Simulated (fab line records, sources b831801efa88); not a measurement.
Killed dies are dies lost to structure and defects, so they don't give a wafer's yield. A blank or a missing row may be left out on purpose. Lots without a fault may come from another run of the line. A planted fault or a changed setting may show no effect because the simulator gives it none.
fab line records    flow sky130
[record] lots = 12  wafers = 36  last-day = 49
route steps=708 shown METAL3@568 VIA4@650 METAL5@675 PAD_OPEN@708
lots that met no fault: taken from a fault-free run of the same line
start-h: hours from the record's opening day to when the first of the lot's shown wafers began    wait-h: time in hours since the lot's previous step    " identical to the entry in the row above    L1.1+2: one row covering several wafers at once    - either no value or no given start    * or withheld: withheld    < > ~ a bound
route shown NAME@n: NAME is a module with steps in the file, n the number in the route of the first one    usual: mean/standard deviation of fault-free wafers    same: alike in all rows    chamber/n: place in a boat    sites: the reading at each site    _std_site: standard deviation across them    _edge_site: inner sites' mean taken away from outer sites' mean    radius-mm: how far each site lies from the wafer's centre    mask NAME#n: copy n    behind: the most recent tool/chamber to have shaped the wafer    hold: why the lot was held/for how many hours/how that ended    device: which transistor (n, p or np) failed to switch    end of line: the same wafers' tests at the end of the route    for a step that has no rows: nothing shown but its recipe    killed: not the wafer's yield, but the dies lost to structure and defects at the first sort    map: shows each die of a wafer: x if killed, . if not, _ if none is there
set.NAME: setting as actually run; set.NAME@STEP: the setting as run at that earlier step    model.NAME: the simulator's own value behind a step, which no gauge read
route steps across a sampled set of lots; one table per step, one row per wafer
services: a tool's chamber out of use, with start hour (start-h, from the record's first day; less than 0 if before it), hours out, and reason
[[steps]]
[step SKY_METAL3_METAL_ETCH_18]
[recipe] target-depth-a = 8450  stop-on = SiO2  over-etch-frac = 0.3  time-s = 183.1  chemistry = Cl2/BCl3  resist-sidewall-deg = 88  pressure-mtorr = 10  icp-w = 900  bias-w = 48.5  Cl2_flow_sccm = 60  bcl3-flow-sccm = 30
[usual] drypump-motor-current-A = 5.4/0.44  oes-product-au = 0.864/0.0063  throttle-valve-pct = 22.264/0.0089
lot.wafer  tool          chamber  start-h  wait-h  drypump-motor-current-A  oes-product-au  rf-hours-counter-h  throttle-valve-pct
L141.2     rie-metal-03  0        913.49   0.0     5.0                      0.855           6                   22.270
L141.3     "             0        "        "       5.0                      0.858           -                   22.264
L141.5     "             0        "        "       5.0                      0.867           -                   22.259
L142.1     rie-metal-02  0        917.01   0.0     5.1                      0.857           16                  22.288
L142.2     "             1        "        "       5.3                      0.870           18                  22.242
L142.3     "             1        "        "       5.3                      0.868           -                   22.261
L143.2     rie-metal-01  0        919.27   0.0     5.6                      0.856           2                   22.267
L143.3     "             0        "        "       5.6                      0.870           -                   22.270
L143.4     "             1        "        "       5.1                      0.863           -                   22.257
L144.1     rie-metal-02  1        922.12   0.0     5.3                      0.865           19                  22.268
L144.4     "             0        "        "       5.1                      0.863           -                   22.279
L144.5     "             1        "        "       5.3                      0.863           -                   22.261
L147.2     rie-metal-02  0        943.89   0.1     5.2                      0.866           -                   22.262
L147.3     "             0        "        "       5.1                      0.859           -                   22.266
L147.5     "             0        "        "       5.1                      0.861           -                   22.261
L146.1     rie-metal-02  0        946.37   0.0     5.1                      0.858           17                  22.272
L146.2     "             0        "        "       5.1                      0.859           -                   22.266
L146.5     "             0        "        "       5.1                      0.860           -                   22.270
L148.3     rie-metal-03  0        950.94   0.1     5.0                      0.872           -                   22.275
L148.4     "             0        "        "       5.0                      0.878           -                   22.266
L148.5     "             0        "        "       5.1                      0.864           -                   22.250
L150.1     rie-metal-02  1        968.27   0.0     5.3                      0.872           0                   22.261
L150.2     "             0        "        "       5.1                      0.875           19                  22.263
L150.6     "             0        "        "       5.1                      0.865           -                   22.272
L153.3     rie-metal-02  0        993.63   0.1     5.1                      0.853           -                   22.259
L153.4     "             1        "        "       5.3                      0.855           -                   22.259
L153.5     "             1        "        "       5.3                      0.857           -                   22.255
L154.1     rie-metal-02  0        998.81   0.0     5.1                      0.860           21                  22.266
L154.3     "             1        "        "       5.3                      0.860           -                   22.274
L154.5     "             0        "        "       5.1                      0.859           -                   22.274
L155.1     rie-metal-02  0        1000.86  0.0     5.1                      0.853           21                  22.252
L155.3     "             1        "        "       5.3                      0.860           -                   22.273
L155.6     "             0        "        "       5.1                      0.858           -                   22.263
L159.2     rie-metal-01  0        1030.36  0.0     5.6                      0.870           8                   22.264
L159.3     "             0        "        "       5.6                      0.878           -                   22.253
L159.5     "             1        "        "       5.1                      0.881           -                   22.271
[step SKY_VIA4_OVL_MEAS_11]
[usual] VIA4_OVL = 0.2/1.1
lot.wafer  tool        chamber  start-h  wait-h  VIA4_OVL[nm]
L141.2     overlay-02  -        1014.36  0.1     -0.3
L141.3     "           -        "        "       -0.8
L141.5     "           -        "        "       -0.3
L142.1     overlay-01  -        1017.93  0.1     -0.1
L142.2     "           -        "        "       0.9
L142.3     "           -        "        "       1.7
L143.2     overlay-02  -        1019.76  0.1     1.1
L143.3     "           -        "        "       0.6
L143.4     "           -        "        "       0.9
L144.1     overlay-01  -        1021.22  0.1     -0.1
L144.4     "           -        "        "       2.3
L144.5     "           -        "        "       0.3
L147.2     overlay-02  -        1043.09  0.1     1.3
L147.3     "           -        "        "       1.4
L147.5     "           -        "        "       1.7
L146.1     overlay-01  -        1044.65  0.1     0.4
L146.2     "           -        "        "       1.5
L146.5     "           -        "        "       0.8
L148.3     overlay-02  -        1048.74  0.1     -0.8
L148.4     "           -        "        "       0.8
L148.5     "           -        "        "       -0.9
L150.1     overlay-02  -        1066.00  0.1     1.1
L150.2     "           -        "        "       0.0
L150.6     "           -        "        "       2.3
L153.3     overlay-02  -        1086.52  0.1     1.6
L153.4     "           -        "        "       0.9
L153.5     "           -        "        "       1.8
L154.1     overlay-01  -        1092.67  0.1     -0.3
L154.3     "           -        "        "       0.2
L154.5     "           -        "        "       0.6
L155.1     overlay-01  -        1093.50  0.1     -2.2
L155.3     "           -        "        "       -2.1
L155.6     "           -        "        "       -1.1
L159.2     overlay-01  -        1119.74  0.1     0.7
L159.3     "           -        "        "       2.0
L159.5     "           -        "        "       0.8
[step SKY_VIA4_SPUTTER_17]
[recipe] material = TiN  target-thk-nm = 20  chamber-pressure-pa = 5  power-w = 4000  time-s = 80
[usual] throttle-valve-pct = 29.7/1.4
lot.wafer  tool            chamber  start-h  wait-h  throttle-valve-pct
L141.2     pvd-sputter-04  -        1015.05  0.0     31.8
L141.3     "               -        "        "       31.1
L141.5     "               -        "        "       31.4
L142.1     pvd-sputter-03  -        1018.85  0.0     30.3
L142.2     "               -        "        "       30.4
L142.3     "               -        "        "       29.5
L143.2     pvd-sputter-04  -        1020.91  0.0     29.5
L143.3     "               -        "        "       31.2
L143.4     "               -        "        "       31.8
L144.1     pvd-sputter-02  -        1022.00  0.0     30.0
L144.4     "               -        "        "       26.8
L144.5     "               -        "        "       29.6
L147.2     pvd-sputter-02  -        1043.78  0.0     29.5
L147.3     "               -        "        "       29.7
L147.5     "               -        "        "       29.5
L146.1     pvd-sputter-02  -        1045.38  0.0     30.1
L146.2     "               -        "        "       29.8
L146.5     "               -        "        "       26.7
L148.3     pvd-sputter-02  -        1049.47  0.0     29.5
L148.4     "               -        "        "       29.3
L148.5     "               -        "        "       29.6
L150.1     pvd-sputter-04  -        1066.71  0.0     29.7
L150.2     "               -        "        "       31.4
L150.6     "               -        "        "       31.8
L153.3     pvd-sputter-02  -        1087.21  0.0     29.8
L153.4     "               -        "        "       29.8
L153.5     "               -        "        "       27.0
L154.1     pvd-sputter-02  -        1093.56  0.0     29.6
L154.3     "               -        "        "       29.7
L154.5     "               -        "        "       29.5
L155.1     pvd-sputter-03  -        1094.21  0.0     30.6
L155.3     "               -        "        "       29.3
L155.6     "               -        "        "       30.4
L159.2     pvd-sputter-04  -        1120.43  0.0     31.3
L159.3     "               -        "        "       29.3
L159.5     "               -        "        "       31.6
[step SKY_METAL5_DESCUM_14]
[recipe] chemistry = O2  source-power-w = 150  bias-power-w = 0  pressure-mtorr = 10  temp-c = 40  time-s = 11
[usual] drypump-motor-current-A = 5.5/0.68  oes-product-au = 1.002/0.0074  temp-c = 40.00/0.12
lot.wafer  tool          chamber  start-h  wait-h  drypump-motor-current-A  oes-product-au  rf-hours-counter-h  temp-c
L141.2     rie-metal-04  1        1037.97  0.1     4.7                      1.004           14                  39.95
L141.3     "             1        "        "       4.7                      0.992           -                   39.85
L141.5     "             0        "        "       6.1                      1.012           -                   40.09
L142.1     rie-metal-03  1        1041.82  0.1     6.6                      0.998           16                  40.27
L142.2     "             0        "        "       5.0                      0.999           13                  40.00
L142.3     "             0        "        "       5.1                      1.002           -                   39.98
L143.2     rie-metal-04  0        1044.12  0.1     6.1                      1.010           20                  40.04
L143.3     "             0        "        "       6.1                      1.001           -                   40.14
L143.4     "             1        "        "       4.7                      1.000           -                   39.91
L144.1     rie-metal-01  1        1044.87  0.1     5.1                      1.006           17                  39.76
L144.4     "             0        "        "       5.6                      0.998           -                   40.22
L144.5     "             1        "        "       5.1                      1.014           -                   39.94
L147.2     rie-metal-01  0        1066.38  0.1     5.6                      1.000           11                  40.11
L147.3     "             0        "        "       5.6                      1.004           -                   40.12
L147.5     "             0        "        "       5.6                      0.999           -                   40.02
L146.1     rie-metal-01  1        1068.22  0.1     5.1                      1.009           19                  39.96
L146.2     "             0        "        "       5.6                      1.001           11                  40.16
L146.5     "             1        "        "       5.2                      1.018           -                   39.85
L148.3     rie-metal-04  0        1072.48  0.1     6.1                      0.988           -                   40.17
L148.4     "             1        "        "       4.7                      0.988           -                   40.08
L148.5     "             1        "        "       4.7                      0.997           -                   39.88
L150.1     rie-metal-04  0        1088.87  0.1     6.1                      1.000           23                  40.09
L150.2     "             1        "        "       4.7                      0.999           17                  39.92
L150.6     "             0        "        "       6.2                      0.999           -                   40.02
L153.3     rie-metal-03  1        1107.73  0.1     6.7                      0.993           -                   40.10
L153.4     "             0        "        "       5.0                      0.991           -                   40.11
L153.5     "             1        "        "       6.6                      0.994           -                   40.03
L154.1     rie-metal-01  0        1114.82  0.1     5.6                      1.010           15                  39.97
L154.3     "             0        "        "       5.6                      1.001           -                   40.03
L154.5     "             1        "        "       5.1                      1.020           -                   40.03
L155.1     rie-metal-03  1        1115.67  0.1     6.6                      0.996           21                  40.02
L155.3     "             0        "        "       5.0                      1.002           -                   39.93
L155.6     "             0        "        "       5.0                      1.015           -                   40.00
L159.2     rie-metal-03  0        1140.08  0.1     5.1                      1.005           20                  39.85
L159.3     "             1        "        "       6.7                      0.994           -                   40.03
L159.5     "             0        "        "       5.0                      1.003           -                   39.90
[step SKY_PAD_OPEN_PROBE_99]
[usual] defect-limited-yield = 82.3/2  killed_at_M0_to_M3 = 43/7.1  killed_at_M4_up = 3/1.7  killed-at-contacts = 25/5.6  killed-at-front-end = 16/4.1  killed-at-other = 0.2/0.49  killed-dies = 87/9.8  killed-open = 47/7.6  killed-short = 40/6.1  sort_bin_3_pad_short = 0.9/0.44  sort_bin_5_function = 10.5/1.6  sort_bin_6_memory = 6.3/1  sort-n-pass = 405/9.8  sort-yield-pct = 82.3/2
[same] gross-dies = 492  killed-at-back-side = 0  sort_bin_4_leakage[%] = 0  sort_bin_8_speed[%] = 0
lot.wafer  tool       chamber  start-h  wait-h  defect-limited-yield[%]  killed_at_M0_to_M3  killed_at_M4_up  killed-at-contacts  killed-at-front-end  killed-at-other  killed-dies  killed-open  killed-short  sort_bin_3_pad_short[%]  sort_bin_5_function[%]  sort_bin_6_memory[%]  sort-n-pass  sort-yield-pct[%]
L141.2     prober-01  -        1085.47  0.1     83.9                     43                  5                17                  14                   0                79           46           33            0.4                      10.0                    5.7                   413          83.9
L141.3     prober-01  -        1085.52  0.2     83.1                     40                  3                27                  11                   2                83           50           33            0.4                      10.6                    5.9                   409          83.1
L141.5     prober-01  -        1085.62  0.2     79.1                     56                  7                29                  11                   0                103          53           50            0.6                      12.8                    7.5                   389          79.1
L142.1     prober-02  -        1087.37  0.1     83.3                     34                  5                30                  13                   0                82           47           35            0.6                      9.3                     6.7                   410          83.3
L142.2     prober-02  -        1087.42  0.1     86.4                     32                  1                18                  15                   1                67           34           33            0.6                      8.3                     4.7                   425          86.4
L142.3     prober-02  -        1087.47  0.2     82.9                     46                  3                23                  12                   0                84           50           34            0.2                      11.0                    5.9                   408          82.9
L143.2     prober-01  -        1090.59  0.1     83.3                     36                  4                25                  17                   0                82           47           35            0.8                      10.0                    5.9                   410          83.3
L143.3     prober-01  -        1090.64  0.2     82.5                     47                  3                17                  18                   1                86           48           38            0.8                      11.6                    5.1                   406          82.5
L143.4     prober-01  -        1090.69  0.2     81.3                     48                  5                23                  16                   0                92           43           49            0.8                      11.4                    6.5                   400          81.3
L144.1     prober-02  -        1091.47  0.1     85.2                     38                  1                23                  11                   0                73           41           32            1.0                      8.3                     5.5                   419          85.2
L144.4     prober-02  -        1091.62  0.2     82.9                     30                  2                36                  14                   2                84           48           36            1.0                      10.0                    6.1                   408          82.9
L144.5     prober-02  -        1091.67  0.2     83.3                     47                  3                22                  10                   0                82           37           45            0.6                      9.3                     6.7                   410          83.3
L147.2     prober-02  -        1111.63  0.1     82.3                     48                  4                25                  10                   0                87           43           44            1.2                      10.4                    6.1                   405          82.3
L147.3     prober-02  -        1111.68  0.2     82.7                     47                  2                17                  19                   0                85           49           36            0.2                      9.6                     7.5                   407          82.7
L147.5     prober-02  -        1111.78  0.2     78.5                     52                  4                31                  18                   1                106          55           51            1.8                      13.2                    6.5                   386          78.5
L146.1     prober-01  -        1113.32  0.1     84.1                     46                  1                25                  6                    0                78           43           35            0.8                      8.5                     6.5                   414          84.1
L146.2     prober-01  -        1113.37  0.1     82.7                     46                  3                30                  6                    0                85           46           39            1.0                      10.2                    6.1                   407          82.7
L146.5     prober-01  -        1113.52  0.2     81.7                     43                  1                33                  13                   0                90           48           42            1.2                      11.4                    5.7                   402          81.7
L148.3     prober-02  -        1116.97  0.2     83.7                     39                  2                21                  18                   0                80           43           37            1.0                      7.9                     7.3                   412          83.7
L148.4     prober-02  -        1117.02  0.2     82.7                     41                  3                27                  14                   0                85           46           39            0.6                      10.4                    6.3                   407          82.7
L148.5     prober-02  -        1117.07  0.2     84.6                     34                  3                26                  13                   0                76           43           33            1.0                      8.9                     5.5                   416          84.6
L150.1     prober-02  -        1132.33  0.1     83.5                     39                  5                18                  19                   0                81           42           39            1.2                      10.4                    4.9                   411          83.5
L150.2     prober-02  -        1132.38  0.1     84.1                     40                  2                21                  15                   0                78           40           38            1.4                      8.3                     6.1                   414          84.1
L150.6     prober-02  -        1132.58  0.2     81.1                     50                  2                36                  5                    0                93           54           39            0.6                      12.2                    6.1                   399          81.1
L153.3     prober-01  -        1148.67  0.2     69.5                     94                  5                34                  17                   0                150          47           44            6.3                      17.3                    6.9                   342          69.5
L153.4     prober-01  -        1148.72  0.2     81.9                     37                  4                31                  17                   0                89           42           47            0.8                      11.0                    6.3                   403          81.9
L153.5     prober-01  -        1148.77  0.2     79.5                     58                  2                27                  14                   0                101          55           46            0.4                      12.4                    7.7                   391          79.5
L154.1     prober-01  -        1156.79  0.1     68.3                     114                 3                26                  13                   0                156          46           37            3.5                      19.9                    8.3                   336          68.3
L154.3     prober-01  -        1156.89  0.2     82.3                     40                  2                26                  19                   0                87           46           41            1.8                      9.8                     6.1                   405          82.3
L154.5     prober-01  -        1156.99  0.2     69.1                     100                 2                30                  20                   0                152          48           38            6.7                      17.7                    6.5                   340          69.1
L155.1     prober-02  -        1157.44  0.1     68.9                     102                 5                31                  15                   0                153          59           33            5.9                      17.1                    8.1                   339          68.9
L155.3     prober-02  -        1157.54  0.2     82.3                     43                  2                26                  16                   0                87           53           34            1.0                      11.0                    5.7                   405          82.3
L155.6     prober-02  -        1157.69  0.2     66.7                     112                 6                32                  13                   1                164          60           43            3.5                      22.0                    7.9                   328          66.7
L159.2     prober-02  -        1178.86  0.1     82.5                     46                  7                22                  11                   0                86           55           31            0.2                      9.1                     8.1                   406          82.5
L159.3     prober-02  -        1178.91  0.2     81.7                     46                  5                23                  16                   0                90           45           45            1.4                      11.0                    5.9                   402          81.7
L159.5     prober-02  -        1179.01  0.2     82.9                     43                  2                24                  15                   0                84           41           43            0.8                      9.1                     7.1                   408          82.9
// killed by level:class
L141.2 VIA1:geometric-particle:open=14 METAL2:geometric-particle:short=8 CONTACT:geometric-particle:open=7 POLY_GATE:geometric-particle:open=6 POLY_GATE:geometric-particle:short=5 VIA2:geometric-particle:open=5 LI_CONTACT:geometric-particle:open=4 VIA3:geometric-particle:open=4
L141.3 VIA3:geometric-particle:open=11 LI_CONTACT:geometric-particle:open=8 CONTACT:geometric-particle:open=8 VIA2:geometric-particle:open=7 VIA1:geometric-particle:open=6 VIA3:geometric-particle:short=5 FIELD_ISO:geometric-particle:short=4 LI_CONTACT:geometric-particle:short=4
L141.5 VIA1:geometric-particle:open=18 CONTACT:geometric-particle:open=12 VIA3:geometric-particle:short=8 METAL1:geometric-particle:short=6 LI_CONTACT:geometric-particle:open=6 CONTACT:geometric-particle:short=6 METAL4:geometric-particle:short=6 VIA2:geometric-particle:open=5
L142.1 CONTACT:geometric-particle:open=12 LI_CONTACT:geometric-particle:open=8 METAL2:geometric-particle:short=6 VIA1:geometric-particle:open=5 CONTACT:geometric-particle:short=4 METAL1:geometric-particle:short=4 VIA2:geometric-particle:open=4 VIA3:geometric-particle:open=4
L142.2 CONTACT:geometric-particle:open=8 VIA1:geometric-particle:open=8 LOCAL_INTERCONNECT:geometric-particle:short=5 VIA1:geometric-particle:short=5 FIELD_ISO:geometric-particle:short=4 FIELD_ISO:geometric-particle:open=4 POLY_GATE:geometric-particle:open=4 METAL3:geometric-particle:short=4
L142.3 LI_CONTACT:geometric-particle:open=9 VIA2:geometric-particle:open=9 VIA1:geometric-particle:open=8 CONTACT:geometric-particle:open=7 FIELD_ISO:geometric-particle:open=6 VIA2:geometric-particle:short=6 VIA1:geometric-particle:short=5 VIA3:geometric-particle:open=5
L143.2 VIA1:geometric-particle:open=17 CONTACT:geometric-particle:open=8 FIELD_ISO:geometric-particle:short=7 LI_CONTACT:geometric-particle:open=6 VIA2:geometric-particle:open=5 LOCAL_INTERCONNECT:geometric-particle:short=4 CONTACT:geometric-particle:short=4 METAL4:geometric-particle:short=4
L143.3 VIA2:geometric-particle:open=9 CONTACT:geometric-particle:open=8 VIA1:geometric-particle:open=8 METAL2:geometric-particle:short=7 VIA3:geometric-particle:open=7 FIELD_ISO:geometric-particle:open=5 FIELD_ISO:geometric-particle:short=4 METAL3:geometric-particle:short=4
L143.4 CONTACT:geometric-particle:open=10 VIA1:geometric-particle:open=10 VIA3:geometric-particle:open=6 POLY_GATE:geometric-particle:short=5 LOCAL_INTERCONNECT:geometric-particle:short=5 METAL2:geometric-particle:short=5 METAL1:geometric-particle:short=5 METAL3:geometric-particle:short=5
L144.1 LI_CONTACT:geometric-particle:open=8 VIA3:geometric-particle:open=8 CONTACT:geometric-particle:open=6 CONTACT:geometric-particle:short=5 VIA1:geometric-particle:short=5 VIA1:geometric-particle:open=5 VIA2:geometric-particle:open=4 FIELD_ISO:geometric-particle:short=3
L144.4 CONTACT:geometric-particle:open=13 VIA3:geometric-particle:open=10 LI_CONTACT:geometric-particle:open=8 CONTACT:geometric-particle:short=6 VIA1:geometric-particle:open=6 LOCAL_INTERCONNECT:geometric-particle:short=5 FIELD_ISO:geometric-particle:short=3 FIELD_ISO:geometric-particle:open=3
L144.5 VIA1:geometric-particle:open=11 CONTACT:geometric-particle:open=7 METAL3:geometric-particle:short=7 VIA3:geometric-particle:open=6 LI_CONTACT:geometric-particle:open=5 VIA1:geometric-particle:short=5 VIA2:geometric-particle:open=5 FIELD_ISO:geometric-particle:short=4
L147.2 VIA1:geometric-particle:short=11 CONTACT:geometric-particle:open=11 VIA1:geometric-particle:open=9 LI_CONTACT:geometric-particle:open=6 METAL1:geometric-particle:short=6 VIA2:geometric-particle:open=6 METAL2:geometric-particle:short=5 POLY_GATE:geometric-particle:short=4
L147.3 VIA1:geometric-particle:open=9 LI_CONTACT:geometric-particle:open=8 VIA3:geometric-particle:open=8 METAL2:geometric-particle:short=6 FIELD_ISO:geometric-particle:short=5 CONTACT:geometric-particle:open=5 METAL1:geometric-particle:short=5 VIA2:geometric-particle:open=5
L147.5 CONTACT:geometric-particle:open=13 VIA1:geometric-particle:open=9 FIELD_ISO:geometric-particle:short=7 LI_CONTACT:geometric-particle:open=7 VIA1:geometric-particle:short=7 VIA3:geometric-particle:open=7 VIA2:geometric-particle:open=6 VIA2:geometric-particle:short=6
L146.1 VIA1:geometric-particle:open=12 LI_CONTACT:geometric-particle:open=9 VIA1:geometric-particle:short=8 CONTACT:geometric-particle:open=6 VIA2:geometric-particle:open=6 METAL2:geometric-particle:short=5 CONTACT:geometric-particle:short=4 METAL2:geometric-particle:open=4
L146.2 CONTACT:geometric-particle:open=10 LI_CONTACT:geometric-particle:open=8 LOCAL_INTERCONNECT:geometric-particle:short=8 METAL2:geometric-particle:short=8 VIA1:geometric-particle:short=6 VIA1:geometric-particle:open=6 VIA2:geometric-particle:open=6 VIA3:geometric-particle:open=5
L146.5 VIA1:geometric-particle:open=10 CONTACT:geometric-particle:open=9 VIA2:geometric-particle:open=8 LI_CONTACT:geometric-particle:open=7 LI_CONTACT:geometric-particle:short=6 METAL1:geometric-particle:short=6 METAL2:geometric-particle:short=6 CONTACT:geometric-particle:short=5
L148.3 FIELD_ISO:geometric-particle:short=11 CONTACT:geometric-particle:open=9 VIA3:geometric-particle:open=9 VIA1:geometric-particle:open=6 METAL2:geometric-particle:short=5 LI_CONTACT:geometric-particle:open=4 METAL1:geometric-particle:short=4 VIA3:geometric-particle:short=4
L148.4 LI_CONTACT:geometric-particle:open=9 VIA1:geometric-particle:open=9 VIA2:geometric-particle:open=9 LOCAL_INTERCONNECT:geometric-particle:short=7 CONTACT:geometric-particle:open=5 CONTACT:geometric-particle:short=5 METAL1:geometric-particle:short=5 VIA3:geometric-particle:open=5
L148.5 CONTACT:geometric-particle:open=10 LI_CONTACT:geometric-particle:open=7 VIA1:geometric-particle:open=7 POLY_GATE:geometric-particle:open=6 VIA1:geometric-particle:short=5 VIA3:geometric-particle:open=5 POLY_GATE:geometric-particle:short=4 LI_CONTACT:geometric-particle:short=4
L150.1 VIA2:geometric-particle:open=8 FIELD_ISO:geometric-particle:short=7 LI_CONTACT:geometric-particle:open=6 CONTACT:geometric-particle:open=6 VIA1:geometric-particle:short=6 VIA3:geometric-particle:open=5 METAL3:geometric-particle:short=5 POLY_GATE:geometric-particle:open=3
L150.2 VIA2:geometric-particle:open=8 VIA1:geometric-particle:open=7 VIA3:geometric-particle:short=7 LOCAL_INTERCONNECT:geometric-particle:short=6 VIA1:geometric-particle:short=5 FIELD_ISO:geometric-particle:open=4 FIELD_ISO:geometric-particle:short=4 LI_CONTACT:geometric-particle:open=4
L150.6 VIA1:geometric-particle:open=12 CONTACT:geometric-particle:open=12 LI_CONTACT:geometric-particle:open=9 CONTACT:geometric-particle:short=7 VIA3:geometric-particle:open=6 VIA1:geometric-particle:short=6 METAL2:geometric-particle:short=5 LOCAL_INTERCONNECT:geometric-particle:short=5
L153.3 METAL3:unspecified=59 CONTACT:geometric-particle:open=17 LI_CONTACT:geometric-particle:open=8 METAL2:geometric-particle:short=7 FIELD_ISO:geometric-particle:short=6 VIA1:geometric-particle:open=6 VIA2:geometric-particle:open=5 POLY_GATE:geometric-particle:short=4
L153.4 LI_CONTACT:geometric-particle:open=10 VIA1:geometric-particle:open=9 METAL2:geometric-particle:short=9 FIELD_ISO:geometric-particle:short=7 CONTACT:geometric-particle:open=7 VIA2:geometric-particle:open=7 LI_CONTACT:geometric-particle:short=6 LOCAL_INTERCONNECT:geometric-particle:short=6
L153.5 VIA1:geometric-particle:open=18 METAL1:geometric-particle:short=12 LI_CONTACT:geometric-particle:open=10 CONTACT:geometric-particle:open=7 FIELD_ISO:geometric-particle:short=6 VIA2:geometric-particle:open=6 LOCAL_INTERCONNECT:geometric-particle:short=4 METAL2:geometric-particle:short=4
L154.1 METAL3:unspecified=73 VIA1:geometric-particle:open=12 LI_CONTACT:geometric-particle:open=10 VIA2:geometric-particle:open=7 FIELD_ISO:geometric-particle:open=6 CONTACT:geometric-particle:open=6 VIA1:geometric-particle:short=5 FIELD_ISO:geometric-particle:short=4
L154.3 VIA1:geometric-particle:open=13 CONTACT:geometric-particle:open=10 POLY_GATE:geometric-particle:open=5 LI_CONTACT:geometric-particle:open=5 LOCAL_INTERCONNECT:geometric-particle:short=5 METAL1:geometric-particle:short=5 VIA3:geometric-particle:open=5 FIELD_ISO:geometric-particle:short=4
L154.5 METAL3:unspecified=66 CONTACT:geometric-particle:open=13 FIELD_ISO:geometric-particle:short=8 VIA1:geometric-particle:open=8 VIA3:geometric-particle:open=7 LI_CONTACT:geometric-particle:open=6 POLY_GATE:geometric-particle:short=5 METAL1:geometric-particle:short=4
L155.1 METAL3:unspecified=61 CONTACT:geometric-particle:open=18 VIA1:geometric-particle:open=8 VIA3:geometric-particle:open=8 FIELD_ISO:geometric-particle:open=6 POLY_GATE:geometric-particle:open=5 LI_CONTACT:geometric-particle:open=5 METAL2:geometric-particle:short=5
L155.3 VIA1:geometric-particle:open=10 CONTACT:geometric-particle:open=9 VIA3:geometric-particle:open=8 LI_CONTACT:geometric-particle:open=6 VIA2:geometric-particle:open=6 POLY_GATE:geometric-particle:open=4 LOCAL_INTERCONNECT:geometric-particle:short=4 CONTACT:geometric-particle:short=4
L155.6 METAL3:unspecified=61 VIA1:geometric-particle:open=13 CONTACT:geometric-particle:open=11 VIA2:geometric-particle:open=11 CONTACT:geometric-particle:short=9 LI_CONTACT:geometric-particle:open=6 METAL3:geometric-particle:short=6 METAL2:geometric-particle:short=5
L159.2 VIA1:geometric-particle:open=10 CONTACT:geometric-particle:open=10 VIA2:geometric-particle:open=9 LI_CONTACT:geometric-particle:open=7 METAL1:geometric-particle:short=6 VIA3:geometric-particle:open=6 METAL4:geometric-particle:short=5 METAL3:geometric-particle:short=4
L159.3 VIA1:geometric-particle:open=13 METAL2:geometric-particle:short=7 LI_CONTACT:geometric-particle:open=6 LOCAL_INTERCONNECT:geometric-particle:short=6 POLY_GATE:geometric-particle:short=5 METAL1:geometric-particle:short=5 VIA3:geometric-particle:open=5 CONTACT:geometric-particle:open=4
L159.5 VIA1:geometric-particle:open=13 CONTACT:geometric-particle:open=9 CONTACT:geometric-particle:short=7 VIA1:geometric-particle:short=7 VIA2:geometric-particle:short=6 FIELD_ISO:geometric-particle:open=5 LI_CONTACT:geometric-particle:open=5 METAL2:geometric-particle:short=5
[[services]]
tool            chamber  start-h  hours  kind
pvd-sputter-03  -        894.75   8.1    repair
pvd-sputter-04  -        902.64   3.2    repair
rie-metal-02    -        903.07   0.6    repair
rie-metal-02    1        941.78   -      clean
rie-metal-02    1        941.78   16.8   scheduled-down
rie-metal-02    1        941.78   16.8   vent-cycle
rie-metal-03    1        949.30   9.8    repair
pvd-sputter-04  0        958.13   -      consumable-replace:kit
pvd-sputter-02  -        964.05   6.7    repair
rie-metal-02    1        976.48   4.3    repair
pvd-sputter-02  -        985.63   2.1    repair
rie-metal-04    -        986.44   0.7    repair
rie-metal-02    0        1007.92  -      clean
rie-metal-02    0        1007.92  18.0   scheduled-down
rie-metal-02    0        1007.92  18.0   vent-cycle
pvd-sputter-04  -        1035.10  1.0    repair
rie-metal-01    -        1069.14  0.3    repair
rie-metal-01    -        1078.40  0.9    repair
pvd-sputter-02  3        1086.28  -      consumable-replace:kit
pvd-sputter-02  3        1086.28  18.0   scheduled-down
pvd-sputter-02  3        1086.28  18.0   vent-cycle
rie-metal-01    -        1099.72  1.3    repair
rie-metal-04    -        1113.84  2.8    pm
pvd-sputter-03  -        1133.30  12.8   repair
[[key]]
[first-sign] step = SKY_PAD_OPEN_PROBE_99  reading = sort_bin_3_pad_short  direction = up  sigmas = 9.8  usual = 0.9  struck = 5.2
[effect] step = SKY_PAD_OPEN_PROBE_99  reading = killed_at_M0_to_M3  direction = up  sigmas = 8.7  usual = 43  struck = 104
met-at SKY_METAL3_METAL_ETCH_18
struck-lots L153,L154,L155
struck-wafers L153.3,L154.1,L154.5,L155.1,L155.6
not-acting-at SKY_VIA4_OVL_MEAS_11,SKY_VIA4_SPUTTER_17,SKY_METAL5_DESCUM_14
onset-between 968.27 993.63
[fault] kind = chamber-particle-source  tool = rie-metal-02  chamber = 0  onset-h = 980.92  steps = SKY_METAL3_METAL_ETCH_18  rate-per-visit-cm2 = 2.0075  end-h = 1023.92
